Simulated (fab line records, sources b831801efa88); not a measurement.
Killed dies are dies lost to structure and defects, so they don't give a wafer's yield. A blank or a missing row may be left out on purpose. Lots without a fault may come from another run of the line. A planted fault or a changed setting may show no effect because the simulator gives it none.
fab line records | flow sky130
record lots=6 wafers=18 last_day=49
route steps=708 shown DNWELL@35 PWDE@45 PAD_OPEN@708
lots that met no fault: from a run of the same line without faults
start_h: hours from the record's first day to the start of the lot's first wafer shown | wait_h: hours since the lot's step before | " the same as in the row above | L1.1+2: a row that stands for several wafers | - no value, or no start given | * or withheld: withheld | < > ~ a bound
route shown NAME@n: a module of which the file shows steps, and the number in the route of the first | usual: mean/standard deviation of fault-free wafers | same: alike in all rows | chamber/n: place in a boat | sites: the reading at each site | _std_site: their standard deviation | _edge_site: outer sites' mean less inner sites' | radius_mm: how far each site lies from the wafer's centre | mask NAME#n: copy n | behind: the tool/chamber that last shaped the wafer | hold: why the lot was held/for how many hours/how that ended | device: the transistor (n, p or np) that didn't switch | end of line: the same wafers' tests at the end of the route | a step without rows: its recipe alone | killed: dies lost to structure and defects at the first sort, not the wafer's yield | map: a wafer's dies, x killed, . not, _ none there
set.NAME: the setting as run; set.NAME@STEP: as run at that earlier step | model.NAME: the simulator's own value behind a step, which no gauge read
lots at some steps of the route; a table a step, a row a wafer
services: from which hour (start_h, from the record's first day; less than 0 if before it) a tool's chamber was out of use, for how many hours, and why
## steps
# step SKY_DNWELL_DEHYDRATE_00
# recipe temp_c=200 time_s=60
# step SKY_DNWELL_HMDS_01
# recipe prime_time_s=60 prime_temp_c=120
# step SKY_DNWELL_COAT_02
# recipe spin_rpm=2000 resist_thk_nm=3000
# step SKY_DNWELL_SOFTBAKE_03
# recipe temp_c=110 time_s=withheld
# step SKY_DNWELL_EXPOSE_04
# recipe mask_id=DNM na=0.57 target_cd_nm=3000 dose_mj=222
# step SKY_DNWELL_PEB_05
# recipe temp_c=115 time_s=withheld
# step SKY_DNWELL_DEVELOP_06
# recipe wall_angle_deg=90 developer=TMAH develop_time_s=60 dev_temp_c=23
# step SKY_DNWELL_IMPLANT_07
# recipe species=P energy_kev=withheld dose_cm2=withheld tilt_deg=withheld
# step SKY_DNWELL_STRIP_08
# recipe chemistry=O2/N2 power_w=1400 pressure_mtorr=1500 platen_temp_c=withheld o2_flow_sccm=3000 n2_flow_sccm=300 overash_fraction=0.5
# usual drypump_motor_current_A=5.9/0.54 oes_product_au=0.722/0.0046 strip_time_to_endpoint_s=37.00/0.099
# columns lot.wafer tool chamber start_h wait_h drypump_motor_current_A oes_product_au rf_hours_counter_h strip_time_to_endpoint_s
L229.1 plasma_asher-03 1 74.80 0.1 5.3 0.722 40 37.13
L229.5 " 1 " " 5.3 0.718 - 37.15
L229.6 " 0 " " 6.1 0.726 - 37.06
L231.1 plasma_asher-03 0 87.51 0.1 6.2 0.718 41 36.90
L231.2 " 1 " " 5.3 0.725 41 36.89
L231.3 " 1 " " 5.3 0.723 - 36.85
L234.1 plasma_asher-04 1 101.26 0.1 6.7 0.727 44 37.06
L234.2 " 0 " " 5.1 0.729 44 37.08
L234.3 " 0 " " 5.1 0.716 - 36.97
L235.1 plasma_asher-02 1 105.50 0.1 6.4 0.725 27 37.12
L235.2 " 0 " " 5.8 0.724 27 37.07
L235.5 " 0 " " 5.8 0.724 - 37.14
L241.1 plasma_asher-04 1 138.25 0.1 6.7 0.722 48 37.07
L241.2 " 0 " " 5.1 0.729 48 36.89
L241.6 " 1 " " 6.7 0.720 - 37.06
L242.2 plasma_asher-03 1 144.30 0.1 5.3 0.715 1 37.20
L242.3 " 1 " " 5.3 0.722 - 37.04
L242.6 " 0 " " 6.2 0.720 - 37.15
# step SKY_DNWELL_TW_MEAS_09
# usual DNWELL_TW=1119/11
# columns lot.wafer tool chamber start_h wait_h DNWELL_TW
L229.1 film_metro-01 - 74.90 0.1 1114
L229.5 " - " " 1114
L229.6 " - " " 1118
L231.1 film_metro-04 - 87.61 0.1 1123
L231.2 " - " " 1126
L231.3 " - " " 1128
L234.1 film_metro-03 - 101.36 0.1 1103
L234.2 " - " " 1104
L234.3 " - " " 1099
L235.1 film_metro-03 - 105.60 0.1 1105
L235.2 " - " " 1101
L235.5 " - " " 1102
L241.1 film_metro-04 - 138.35 0.1 1139
L241.2 " - " " 1128
L241.6 " - " " 1133
L242.2 film_metro-01 - 144.41 0.1 1111
L242.3 " - " " 1116
L242.6 " - " " 1114
# step SKY_PWDE_DEHYDRATE_00
# recipe temp_c=200 time_s=60
# step SKY_PWDE_HMDS_01
# recipe prime_time_s=60 prime_temp_c=120
# step SKY_PWDE_COAT_02
# recipe spin_rpm=2000 resist_thk_nm=3000
# usual resist_line_temp_C=23.00/0.1
# columns lot.wafer tool chamber start_h wait_h resist_line_temp_C model.coat_of_PWDE_COAT_02.thk_nm
L229.1 litho_track-03 0 82.12 0.1 22.72 3001
L229.5 " 0 " " 22.93 3004
L229.6 " 0 " " 22.82 3003
L231.1 litho_track-01 0 95.90 0.1 23.03 3014
L231.2 " 0 " " 23.09 2999
L231.3 " 0 " " 23.11 3010
L234.1 litho_track-03 0 110.42 0.1 23.05 3040
L234.2 " 0 " " 22.98 3041
L234.3 " 0 " " 23.14 3042
L235.1 litho_track-03 0 114.22 0.1 23.27 3062
L235.2 " 0 " " 23.03 3061
L235.5 " 0 " " 23.03 3057
L241.1 litho_track-01 0 147.90 0.1 23.08 3006
L241.2 " 0 " " 22.99 3016
L241.6 " 0 " " 23.04 3014
L242.2 litho_track-04 0 154.31 0.1 22.84 3016
L242.3 " 0 " " 23.05 3010
L242.6 " 0 " " 22.91 3009
# step SKY_PWDE_SOFTBAKE_03
# recipe temp_c=110 time_s=withheld
# step SKY_PWDE_EXPOSE_04
# recipe mask_id=PWDEM na=0.6 source_shape=conventional sigma_outer=0.6 polarization=unpolarized target_cd_nm=840 dose_mj=214
# step SKY_PWDE_PEB_05
# recipe temp_c=115 time_s=withheld
# step SKY_PWDE_DEVELOP_06
# recipe wall_angle_deg=90 developer=TMAH develop_time_s=60 dev_temp_c=23
# usual resist_line_temp_C=22.97/0.11
# columns lot.wafer tool chamber start_h wait_h resist_line_temp_C model.coat_of_PWDE_COAT_02.thk_nm
L229.1 litho_track-03 0 - - 22.94 2997
L229.5 " 0 " " 23.02 3000
L229.6 " 0 " " 23.05 2999
L231.1 litho_track-04 0 - - 22.92 3010
L231.2 " 0 " " 22.89 2995
L231.3 " 0 " " 22.73 3006
L234.1 litho_track-01 0 - - 22.87 3036
L234.2 " 0 " " 22.81 3036
L234.3 " 0 " " 22.92 3038
L235.1 litho_track-03 0 - - 23.10 3058
L235.2 " 0 " " 23.03 3057
L235.5 " 0 " " 23.09 3053
L241.1 litho_track-04 0 - - 23.00 3002
L241.2 " 0 " " 23.03 3012
L241.6 " 0 " " 23.06 3009
L242.2 litho_track-04 0 - - 23.01 3012
L242.3 " 0 " " 22.92 3005
L242.6 " 0 " " 22.85 3004
# step SKY_PWDE_OVL_MEAS_07
# usual PWDE_OVL=-0.4/1.5
# columns lot.wafer tool chamber start_h wait_h PWDE_OVL[nm]
L229.1 overlay-02 - 90.87 - -0.5
L229.5 " - " " -3.6
L229.6 " - " " -0.9
L231.1 overlay-01 - 105.18 - -1.1
L231.2 " - " " -2.3
L231.3 " - " " -1.7
L234.1 overlay-02 - 118.80 - -0.7
L234.2 " - " " -2.2
L234.3 " - " " -0.9
L235.1 overlay-01 - 123.12 - -0.5
L235.2 " - " " 0.4
L235.5 " - " " 0.4
L241.1 overlay-02 - 157.58 - -1.7
L241.2 " - " " -1.6
L241.6 " - " " -0.8
L242.2 overlay-01 - 164.44 - 2.4
L242.3 " - " " 0.9
L242.6 " - " " -0.7
# step SKY_PWDE_IMPLANT_08
# recipe species=B energy_kev=150 dose_cm2=3.6e+12 tilt_deg=withheld
# step SKY_PWDE_STRIP_09
# recipe chemistry=O2/N2 power_w=1400 pressure_mtorr=1500 platen_temp_c=withheld o2_flow_sccm=3000 n2_flow_sccm=300 overash_fraction=0.5
# usual drypump_motor_current_A=5.7/0.73 oes_product_au=0.722/0.0047 strip_time_to_endpoint_s=36.95/0.12
# columns lot.wafer tool chamber start_h wait_h drypump_motor_current_A oes_product_au rf_hours_counter_h strip_time_to_endpoint_s
L229.1 plasma_asher-03 1 91.06 0.1 5.3 0.723 41 36.92
L229.5 " 1 " " 5.3 0.718 - 36.97
L229.6 " 0 " " 6.2 0.719 - 36.94
L231.1 plasma_asher-04 0 105.37 0.1 5.1 0.719 44 37.09
L231.2 " 1 " " 6.7 0.726 44 36.91
L231.3 " 0 " " 5.1 0.715 - 37.03
L234.1 plasma_asher-04 0 118.99 0.1 5.1 0.726 46 37.39
L234.2 " 1 " " 6.7 0.723 46 37.39
L234.3 " 1 " " 6.7 0.726 - 37.41
L235.1 plasma_asher-04 1 123.31 0.1 6.7 0.723 47 37.60
L235.2 " 0 " " 5.1 0.716 47 37.60
L235.5 " 0 " " 5.1 0.721 - 37.56
L241.1 plasma_asher-01 1 157.77 0.1 5.2 0.727 48 36.99
L241.2 " 0 " " 4.8 0.725 48 37.11
L241.6 " 0 " " 4.9 0.718 - 37.08
L242.2 plasma_asher-01 1 164.62 0.1 5.2 0.727 48 37.11
L242.3 " 0 " " 4.9 0.726 - 37.04
L242.6 " 1 " " 5.2 0.723 - 37.00
# step SKY_PWDE_TW_MEAS_10
# usual PWDE_TW=375/3.4
# columns lot.wafer tool chamber start_h wait_h PWDE_TW
L229.1 film_metro-03 - 91.16 0.1 371
L229.5 " - " " 373
L229.6 " - " " 372
L231.1 film_metro-01 - 105.47 0.1 376
L231.2 " - " " 378
L231.3 " - " " 376
L234.1 film_metro-01 - 119.09 0.1 378
L234.2 " - " " 377
L234.3 " - " " 379
L235.1 film_metro-01 - 123.41 0.1 374
L235.2 " - " " 374
L235.5 " - " " 377
L241.1 film_metro-04 - 157.87 0.1 380
L241.2 " - " " 379
L241.6 " - " " 379
L242.2 film_metro-03 - 164.73 0.1 371
L242.3 " - " " 370
L242.6 " - " " 371
# step SKY_PAD_OPEN_PROBE_99
# usual killed_at_M0_to_M3=44/7.4 killed_at_M4_up=3.1/1.8 killed_at_contacts=24/5.6 killed_at_front_end=15/4.9 killed_at_other=0.4/0.59 killed_dies=87/9.8 killed_open=47/7.2 killed_short=39/6.8
# same gross_dies=492 killed_at_back_side=0
# columns lot.wafer tool chamber start_h wait_h killed_at_M0_to_M3 killed_at_M4_up killed_at_contacts killed_at_front_end killed_at_other killed_dies killed_open killed_short
L229.1 prober-02 - 1103.13 0.1 35 7 30 16 0 88 52 36
L229.5 prober-02 - 1103.33 0.2 48 1 26 17 1 93 50 43
L229.6 prober-02 - 1103.38 0.2 45 8 21 13 0 87 44 43
L234.1 prober-02 - 1129.74 0.1 45 5 20 17 0 87 41 46
L234.2 prober-02 - 1129.79 0.1 48 5 20 17 1 91 47 44
L234.3 prober-02 - 1129.84 0.2 62 3 15 20 0 100 56 44
L235.1 prober-01 - 1137.40 0.1 38 3 23 11 0 75 49 26
L235.2 prober-01 - 1137.45 0.1 33 3 18 18 1 73 30 43
L235.5 prober-01 - 1137.60 0.2 42 3 28 17 0 90 50 40
L242.2 prober-02 - 1173.59 0.1 49 3 27 12 0 91 55 36
L242.3 prober-02 - 1173.64 0.2 41 2 28 15 0 86 45 41
L242.6 prober-02 - 1173.79 0.2 25 6 21 16 0 68 42 26
# killed by level:class
L229.1 LOCAL_INTERCONNECT:geometric_particle:short=9 VIA1:geometric_particle:open=9 LI_CONTACT:geometric_particle:open=8 CONTACT:geometric_particle:open=6 VIA3:geometric_particle:open=6 POLY_GATE:geometric_particle:open=5 VIA2:geometric_particle:open=5 FIELD_ISO:geometric_particle:open=4
L229.5 VIA2:geometric_particle:open=11 VIA3:geometric_particle:open=8 VIA1:geometric_particle:open=8 CONTACT:geometric_particle:short=7 POLY_GATE:geometric_particle:short=6 CONTACT:geometric_particle:open=6 LI_CONTACT:geometric_particle:open=5 VIA3:geometric_particle:short=5
L229.6 VIA2:geometric_particle:open=10 CONTACT:geometric_particle:open=8 VIA3:geometric_particle:short=8 CONTACT:geometric_particle:short=5 VIA3:geometric_particle:open=5 METAL4:geometric_particle:short=5 METAL2:geometric_particle:short=4 LI_CONTACT:geometric_particle:open=4
L234.1 METAL2:geometric_particle:short=10 VIA1:geometric_particle:open=9 FIELD_ISO:geometric_particle:open=6 VIA3:geometric_particle:open=6 CONTACT:geometric_particle:open=5 LI_CONTACT:geometric_particle:open=5 LOCAL_INTERCONNECT:geometric_particle:short=5 METAL1:geometric_particle:short=5
L234.2 VIA1:geometric_particle:open=11 FIELD_ISO:geometric_particle:short=7 CONTACT:geometric_particle:open=7 VIA3:geometric_particle:open=7 CONTACT:geometric_particle:short=6 METAL2:geometric_particle:short=6 METAL1:geometric_particle:short=5 VIA2:geometric_particle:open=5
L234.3 VIA1:geometric_particle:open=16 METAL2:geometric_particle:short=11 FIELD_ISO:geometric_particle:open=10 VIA2:geometric_particle:open=8 FIELD_ISO:geometric_particle:short=7 METAL1:geometric_particle:short=6 VIA1:geometric_particle:short=6 LI_CONTACT:geometric_particle:open=5
L235.1 VIA1:geometric_particle:open=9 CONTACT:geometric_particle:open=8 LI_CONTACT:geometric_particle:open=7 VIA3:geometric_particle:open=7 METAL1:geometric_particle:short=6 VIA2:geometric_particle:open=5 CONTACT:geometric_particle:short=4 FIELD_ISO:geometric_particle:short=3
L235.2 FIELD_ISO:geometric_particle:short=8 LI_CONTACT:geometric_particle:open=6 VIA3:geometric_particle:short=5 METAL2:geometric_particle:short=5 CONTACT:geometric_particle:open=4 POLY_GATE:geometric_particle:open=4 POLY_GATE:geometric_particle:short=4 LOCAL_INTERCONNECT:geometric_particle:short=4
L235.5 VIA1:geometric_particle:open=11 LI_CONTACT:geometric_particle:open=7 FIELD_ISO:geometric_particle:open=6 VIA2:geometric_particle:open=6 CONTACT:geometric_particle:short=6 CONTACT:geometric_particle:open=5 METAL1:geometric_particle:short=5 VIA3:geometric_particle:open=5
L242.2 VIA3:geometric_particle:open=12 LI_CONTACT:geometric_particle:open=10 VIA1:geometric_particle:open=9 CONTACT:geometric_particle:open=8 VIA2:geometric_particle:open=6 FIELD_ISO:geometric_particle:short=5 VIA2:geometric_particle:short=5 LOCAL_INTERCONNECT:geometric_particle:short=4
L242.3 CONTACT:geometric_particle:open=12 VIA2:geometric_particle:open=10 VIA3:geometric_particle:open=7 METAL1:geometric_particle:short=6 LOCAL_INTERCONNECT:geometric_particle:short=5 CONTACT:geometric_particle:short=5 VIA1:geometric_particle:open=5 FIELD_ISO:geometric_particle:short=4
L242.6 CONTACT:geometric_particle:open=13 FIELD_ISO:geometric_particle:open=6 VIA1:geometric_particle:open=6 VIA3:geometric_particle:open=4 METAL4:geometric_particle:short=4 SPACER:geometric_particle:short=3 LOCAL_INTERCONNECT:geometric_particle:short=3 CONTACT:geometric_particle:short=3
## services
# columns tool chamber start_h hours kind
plasma_asher-03 - 92.47 28.1 pm
plasma_asher-01 - 95.61 7.7 repair
plasma_asher-03 - 120.57 9.0 pm
plasma_asher-03 0 120.57 9.0 vent_cycle
plasma_asher-03 1 120.57 9.0 vent_cycle
plasma_asher-03 0 129.57 - clean
plasma_asher-03 1 129.57 - clean
plasma_asher-01 - 148.70 0.9 repair
## key
first_sign step=SKY_PWDE_STRIP_09 reading=strip_time_to_endpoint_s direction=up sigmas=4.5 usual=* struck=*
effect none on later readings
model_effect step=SKY_PWDE_COAT_02 value=coat_of_PWDE_COAT_02.thk_nm without=2999 struck=3050
model_effect step=SKY_PWDE_DEVELOP_06 value=coat_of_PWDE_COAT_02.thk_nm without=2994 struck=3046
met_at SKY_PWDE_COAT_02
struck_wafers L234.1,L234.2,L234.3,L235.1,L235.2,L235.5
tester_left_out L234,L235
onset_between 82.12 110.42
also_fits SKY_PWDE_STRIP_09:plasma_asher-04
fault kind=process_parameter_drift tool=litho_track-03 chamber=- onset_h=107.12 steps=SKY_PWDE_COAT_02 channel=resist_thk_nm offset=51.88 shape=step end_h=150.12 acts_in=these_recipes_only stated=3000
# tester_left_out: of these lots the tester's yield and bins aren't shown, on N5 and GAA mostly nor the transistor test; their killed dies are dies lost to structure and defects alone, not to doping, threshold or leakage, so they don't give the yield
